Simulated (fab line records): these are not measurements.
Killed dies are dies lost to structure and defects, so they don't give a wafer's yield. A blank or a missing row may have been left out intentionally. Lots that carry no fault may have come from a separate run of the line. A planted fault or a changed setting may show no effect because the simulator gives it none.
Which tool is to blame? :: flow sky130 :: 21 wafers from 7 lots sampled at 2 of the route's 708 steps

## WHAT EACH GAUGE READ, for each wafer
SKY_LDD_HVN_TW_MEAS_10.
lot: L160
measured: day 21 05:02
on: film metro-01
LDD_HVN_TW: 1446 1438 1444

lot: L164
measured: day 21 19:47
on: film metro-03
LDD_HVN_TW: 1578 1575 1579 1580 1576 1575

lot: L169
measured: day 24 12:14
on: film metro-04
LDD_HVN_TW: 1444 1445 1445

lot: L172
measured: day 24 22:50
on: film metro-03
LDD_HVN_TW: 1447 1445 1450

lot: L174
measured: day 26 03:53
on: film metro-01
LDD_HVN_TW: 1440 1439 1446

lot: L179
measured: day 27 10:09
on: film metro-04
LDD_HVN_TW: 1433 1421 1436

lot: L181
measured: day 28 06:46
on: film metro-01
LDD_HVN_TW: 1444 1438 1442

## TOOL THAT RAN EACH LOT (tool first, then ch and the chambers of the sampled wafers, then the start)
lot: L160
SKY_LDD_HVN_IMPLANT_08: implanter-04 ch 0, day 21 04:49

lot: L164
SKY_LDD_HVN_IMPLANT_08: implanter-04 ch 0, day 21 19:32

lot: L169
SKY_LDD_HVN_IMPLANT_08: implanter-01 ch 0, day 24 11:59

lot: L172
SKY_LDD_HVN_IMPLANT_08: implanter-03 ch 0, day 24 22:35

lot: L174
SKY_LDD_HVN_IMPLANT_08: implanter-01 ch 0, day 26 03:38

lot: L179
SKY_LDD_HVN_IMPLANT_08: implanter-03 ch 0, day 27 09:55

lot: L181
SKY_LDD_HVN_IMPLANT_08: implanter-04 ch 0, day 28 06:31
- SKY_LDD_HVN_IMPLANT_08

## THE ANSWER, worked out from the rows above alone
Rule: what is usual is taken from the lots themselves. The widest of any qualifying gaps counts: lots, ordered by their means at a reading, are off when they make up no more than a third of the lots, leave a main group of 4 or more, and stand apart from it by 3 or more times the standard deviation of that group's means. A main group is skipped when, at the precision printed for the reading in the tables above, its means are all equal. Also off: a lot with no number at a reading for which 4 or more lots have one. The other lots that the step has rows for count as sound.
Off: L164, seen at SKY_LDD_HVN_TW_MEAS_10 (LDD_HVN_TW). Mean 1441 and standard deviation 5.4 in the main group.
A tool fits if, at a process step before that reading, it ran every lot that is off, and no sound lot after the first of them. Those tools and the gauges at SKY_LDD_HVN_TW_MEAS_10 are tried in the same way. Of those tried, none fits.

## WHAT THE SIMULATOR PUT IN
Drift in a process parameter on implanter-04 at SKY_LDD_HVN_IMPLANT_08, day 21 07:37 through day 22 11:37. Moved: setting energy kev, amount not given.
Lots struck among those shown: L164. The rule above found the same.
